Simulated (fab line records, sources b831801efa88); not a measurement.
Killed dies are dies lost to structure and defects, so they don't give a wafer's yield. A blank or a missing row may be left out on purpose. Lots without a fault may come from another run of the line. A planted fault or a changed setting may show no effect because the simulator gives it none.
Problem report in the 8D (eight disciplines) form, filled by code | flow sky130 | the parts of the form that need people (team, actions taken, sign-off) are left out

1. THE PROBLEM
developer_temp_C at SKY_SD_P_DEVELOP_06 reads a mean of 23.70 C on 6 wafers of 2 lots; wafers without a fault read 22.97 C with a standard deviation of 0.096. That is +7.6 standard deviations from the usual mean.
The step: develop time 60 s.
First seen on wafer L901.3, day 29 20:34, on litho_track-02. The record holds 42 wafers of 14 lots with a number at this step. Rule for "out", or "out of limits": more than 4 standard deviations from the usual mean. The other wafers with a number count as sound.

2. WHAT IT IS AND WHAT IT IS NOT
question                    | is                     | is not
which readings at this step | developer_temp_C       | -
which lots                  | L901, L902             | L888, L889, L892, L894, L896, L897, L898, L899, L900, L904, L905, L910
which wafers of those lots  | all that have a number | -
read on which tools         | litho_track-02         | litho_track-01, litho_track-04
when                        | from day 29 20:34      | up to then (27 sound wafers); but 9 sound wafers of L904, L905, L910 came after

3. SUSPECTS, AND WHAT RULES EACH OUT
Counting: a tool at a process step up to the reading stays a suspect if it ran every lot that is out and no sound lot after the first of them.
- litho_track-02 at SKY_SD_P_DEVELOP_06 (develop time 60 s): kept. It ran every lot that is out, first L901 (day 29 20:34), and no sound lot after that; its last sound lot up to then is L899 (day 29 01:04). Its own readings are out on those wafers: developer_temp_C.
Left after counting: litho_track-02 at SKY_SD_P_DEVELOP_06.

4. THE CAUSE (what the simulator had put in)
Process parameter drift: litho_track-02, from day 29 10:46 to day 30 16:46, at SKY_SD_P_DEVELOP_06. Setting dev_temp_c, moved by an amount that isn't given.
Counting left only this tool.

5. THE CHAIN OF EFFECTS, in route order
Each row: a reading whose mean over the struck wafers that have a number lies more than 3 standard deviations from the usual. Only readings for which the record gives a usual standard deviation are gone through. hours: the time from each lot's start at the first step in this table that gives one to its start at this step, as a median over the lots. sigmas: the change in usual standard deviations.
hours | step                | reading          | usual   | on struck wafers | change | sigmas
0     | SKY_SD_P_DEVELOP_06 | developer_temp_C | 22.97 C | 23.70            | +0.73  | +7.6
The process steps in it:
- SKY_SD_P_DEVELOP_06: develop time 60 s.
Later measuring or inspecting steps at which every struck wafer that the step has a row for has a number for every such reading, and none has moved that far: SKY_SD_N_OVL_MEAS_08, SKY_SD_N_RS_MEAS_18, SKY_LI_CONTACT_THK_MEAS_23.

6. WHAT WOULD HAVE CAUGHT IT SOONER
In this record the first reading out of limits was taken at day 29 20:34, 10 hours after the fault began at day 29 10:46.
